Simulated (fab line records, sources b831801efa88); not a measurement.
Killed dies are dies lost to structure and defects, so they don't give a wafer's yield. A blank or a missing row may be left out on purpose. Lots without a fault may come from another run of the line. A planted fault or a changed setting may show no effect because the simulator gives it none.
Which tool did it? | flow sky130 | 11 lots, 33 wafers sampled, at 2 steps of a route of 708

WHAT THE GAUGES READ, wafer by wafer
SKY_SONOS_ONO_CD_MEAS_13: target cd 410 nm.
lot  | measured     | on        | cd_nm (nm)
L669 | day 12 07:49 | cd_sem-02 | 412.9 413.4 413.3
L671 | day 12 19:08 | cd_sem-01 | 414.5 411.9 413.1
L672 | day 13 04:19 | cd_sem-01 | 411.7 409.4 410.4
L673 | day 13 14:43 | cd_sem-01 | 409.1 408.8 406.4
L675 | day 14 03:50 | cd_sem-02 | 411.0 411.8 412.2
L676 | day 14 13:42 | cd_sem-02 | 410.5 410.1 410.0
L681 | day 16 00:07 | cd_sem-01 | 407.5 407.7 407.3
L685 | day 17 12:08 | cd_sem-01 | 411.3 409.0 409.1
L686 | day 17 21:07 | cd_sem-02 | 409.8 408.3 406.7
L691 | day 19 16:01 | cd_sem-02 | 411.3 408.7 411.3
L692 | day 19 23:59 | cd_sem-01 | 406.3 408.1 407.6

WHICH TOOL RAN EACH LOT (tool, then ch and the chambers of the sampled wafers, then the start)
lot  | SKY_VT_ADJUST_PCH_STRIP_09
L669 | plasma_asher-01 ch 0,1, day 10 02:56
L671 | plasma_asher-03 ch 0,1, day 10 13:51
L672 | plasma_asher-02 ch 0,1, day 10 23:09
L673 | plasma_asher-03 ch 0,1, day 11 07:36
L675 | plasma_asher-02 ch 0,1, day 11 21:07
L676 | plasma_asher-01 ch 0,1, day 12 05:05
L681 | plasma_asher-01 ch 0,1, day 13 16:27
L685 | plasma_asher-03 ch 0,1, day 14 22:59
L686 | plasma_asher-01 ch 0,1, day 15 06:52
L691 | plasma_asher-03 ch 0, day 16 21:15
L692 | plasma_asher-03 ch 0,1, day 17 01:53
- SKY_VT_ADJUST_PCH_STRIP_09: strips in O2/N2.

WHAT THE TOOLS THEMSELVES READ (means of the sampled wafers that have a number; where no wafer has one, the mark that the record gives instead)
SKY_VT_ADJUST_PCH_STRIP_09.
lot  | tool            | chamber_pressure_mTorr (mTorr) | drypump_motor_current_A (A) | oes_product_au (a.u.) | strip_time_to_endpoint_s (s)
L669 | plasma_asher-01 | 1499.1                         | 5.5                         | 0.721                 | 36.92
L671 | plasma_asher-03 | 1500.4                         | 5.7                         | 0.722                 | 36.98
L672 | plasma_asher-02 | 1499.9                         | 5.6                         | 0.728                 | 36.82
L673 | plasma_asher-03 | 1500.3                         | 5.7                         | 0.719                 | 37.12
L675 | plasma_asher-02 | 1500.0                         | 5.7                         | 0.720                 | 36.85
L676 | plasma_asher-01 | 1500.6                         | 5.9                         | 0.721                 | 36.86
L681 | plasma_asher-01 | 1499.8                         | 5.9                         | 0.719                 | 36.95
L685 | plasma_asher-03 | 1499.0                         | 5.8                         | 0.717                 | 36.86
L686 | plasma_asher-01 | 1500.4                         | 5.9                         | 0.723                 | 36.92
L691 | plasma_asher-03 | 1500.1                         | 5.7                         | 0.716                 | 36.93
L692 | plasma_asher-03 | 1500.9                         | 5.7                         | 0.726                 | 36.82

THE ANSWER, worked out from the rows above alone
Rule: what is usual is taken from the lots themselves. Put in order of their means at a reading, lots are off if they are a third of the lots or fewer, leave a main group of 4 or more, and stand apart from it by a gap of 3 or more times the standard deviation of the main group's means; of several such gaps the widest counts. A main group whose means are all the same, to the digits that the tables above print for the reading, isn't used. A lot without any number at a reading at which 4 lots or more have one is off too. The other lots that the step has rows for count as sound. The gauges are gone through in route order, then the tools' own readings, and for those a lot's mean is taken as printed above. The first step at which some lot is off is used, and at that step the reading that is off furthest; a lot without a number counts as furthest.
No lot is off at any reading shown: from this, nothing can be told.

WHAT THE SIMULATOR HAD PUT IN
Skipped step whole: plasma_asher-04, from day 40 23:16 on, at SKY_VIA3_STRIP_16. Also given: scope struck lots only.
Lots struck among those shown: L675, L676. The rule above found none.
